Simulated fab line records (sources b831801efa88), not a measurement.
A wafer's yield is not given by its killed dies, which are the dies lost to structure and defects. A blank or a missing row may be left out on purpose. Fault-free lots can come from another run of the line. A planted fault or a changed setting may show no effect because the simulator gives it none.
A lot that was struck, set against a sound lot + flow sky130 + 16 steps out of a route of 708
Sound: these wafers, L900.2, L900.3, L900.4. Struck: wafer L906.2. (L906.6 of the same lot was not struck and is left out.) The cause comes at the end.
Each step with rows lists, per side, the tool, then ch with its chambers, then its first start. Under that, the readings that differ: sound wafers + struck wafers + difference of the means + sigmas: that difference in standard deviations of wafers without a fault.
alike: a reading whose means differ by less than 2 such deviations, as well as words and numbers matching on both sides. not compared: withheld readings; readings where some wafer has no value; bounds like >300 that might hide an equal value; numbers whose values overlap and for which the record gives no deviation.
Wherever a step has rows on one side only, a row that says differs or no value, or a row with sigmas, the two part there. Non-overlapping numbers with no deviation appear without sigmas and do not part them. A reading that every wafer of one side lacks parts them only if that side has two wafers or more.

SKY_POLY_CUT_ETCH_10: etches BARC in N2/H2, stops on SiO2, time 45.9 s, target depth 60 nm.
  sound on rieDiel-04 ch 0,2,3, day 24 17:56; struck on rieDiel-04 ch 1, day 27 09:49
| reading             | sound | struck | difference | sigmas |
|---------------------|-------|--------|------------|--------|
| rfHoursCounterH (h) | 4 7 5 | 15     | +10        |        |
  alike: drypumpMotorCurrentA, oesProductAu, throttleValvePct
SKY_POLY_CUT_ETCH_11: etches Si3N4 in CF4/CH2F2/Ar, stops on poly-Si, time 42.5 s, target depth 60 nm.
  sound on rieDiel-04 ch 0,2,3, day 24 17:59; struck on rieDiel-04 ch 1, day 27 09:52
| reading             | sound | struck | difference | sigmas |
|---------------------|-------|--------|------------|--------|
| rfHoursCounterH (h) | 4 7 5 | 15     | +10        |        |
  alike: drypumpMotorCurrentA, oesProductAu, throttleValvePct
SKY_POLY_CUT_STRIP_12: strips in O2/N2.
  sound on plasmaAsher-03 ch 0,1, day 24 18:01; struck on plasmaAsher-04 ch 0, day 27 09:55
| reading                  | sound             | struck | difference | sigmas |
|--------------------------|-------------------|--------|------------|--------|
| stripTimeToEndpointS (s) | 5.358 5.317 5.365 | 5.392  | +0.045     | +2     |
  alike: drypumpMotorCurrentA, oesProductAu
  not compared: rfHoursCounterH
then, 7 steps without rows for these wafers: SKY_SD_P_DEHYDRATE_00 (time 60 s); SKY_SD_P_HMDS_01 (prime time 60 s); SKY_SD_P_COAT_02 (resist thk 1140 nm); SKY_SD_P_SOFTBAKE_03 (time 60 s); SKY_SD_P_EXPOSE_04 (exposes mask PSDM, target cd 380 nm); SKY_SD_P_PEB_05; SKY_SD_P_DEVELOP_06 (develop time 60 s).
SKY_SD_P_CD_MEAS_07 targets a cd of 380 nm.
  struck on cdSem-02, day 28 14:41; sound on cdSem-02, day 25 22:45
  alike: cdNm
SKY_SD_P_OVL_MEAS_08:
  struck on overlay-01, day 28 14:48; sound on overlay-02, day 25 22:51
  alike: SD_P_OVL
SKY_SD_P_IMPLANT_09:
  sound on implanter-02 ch 0, day 25 22:56; struck on implanter-02 ch 0, day 28 14:51
  alike: beamEnergyKeV, endStationPressureTorr
SKY_SD_P_STRIP_10: strips in O2/N2.
  sound on plasmaAsher-04 ch 0,1, day 25 23:11; struck on plasmaAsher-02 ch 0, day 28 14:59
| reading                  | sound             | struck | difference | sigmas |
|--------------------------|-------------------|--------|------------|--------|
| stripTimeToEndpointS (s) | 17.47 17.46 17.48 | 17.36  | -0.11      | -3     |
  alike: drypumpMotorCurrentA, oesProductAu
  not compared: rfHoursCounterH
SKY_SD_P_TW_MEAS_11:
  struck on filmMetro-01, day 28 15:05; sound on filmMetro-04, day 25 23:21
| reading | sound          | struck | difference | sigmas |
|---------|----------------|--------|------------|--------|
| SD_P_TW | 2837 2824 2841 | 2749   | -85        | -3     |
-- the record jumps here: 20 days lie between the struck wafers' starts before and after (it left off in module SD_P and takes up again in module PAD_OPEN, whose first step shown is number 708 of the route) --
SKY_PAD_OPEN_PROBE_99:
  struck on prober-02, day 48 05:06; sound on prober-02, day 46 06:57
| reading                              | sound             | struck | difference | sigmas |
|--------------------------------------|-------------------|--------|------------|--------|
| killed_at_M4_up                      | 1 4 4             | 7      | +4         | +2     |
| model.etest.resHighPo.rsOhmSqRange   | 3.103 11.9 7.629  | 38.75  | +31.21     |        |
| model.etest.resPdiff.rsOhmSqRange    | 6.312 7.414 4.258 | 12.12  | +6.13      |        |
| model.etest.pfet_01v8.driveUaUmRange | 8.341 9.64 8.905  | 11.5   | +2.5       |        |
  alike: killed_at_M0_to_M3, killedAtContacts, killedAtFrontEnd, killedAtOther, killedDies, killedOpen, killedShort

WHERE THEY PART
First at SKY_POLY_CUT_STRIP_12; last, within this record, at SKY_PAD_OPEN_PROBE_99.

WHY: what had been put in by the simulator
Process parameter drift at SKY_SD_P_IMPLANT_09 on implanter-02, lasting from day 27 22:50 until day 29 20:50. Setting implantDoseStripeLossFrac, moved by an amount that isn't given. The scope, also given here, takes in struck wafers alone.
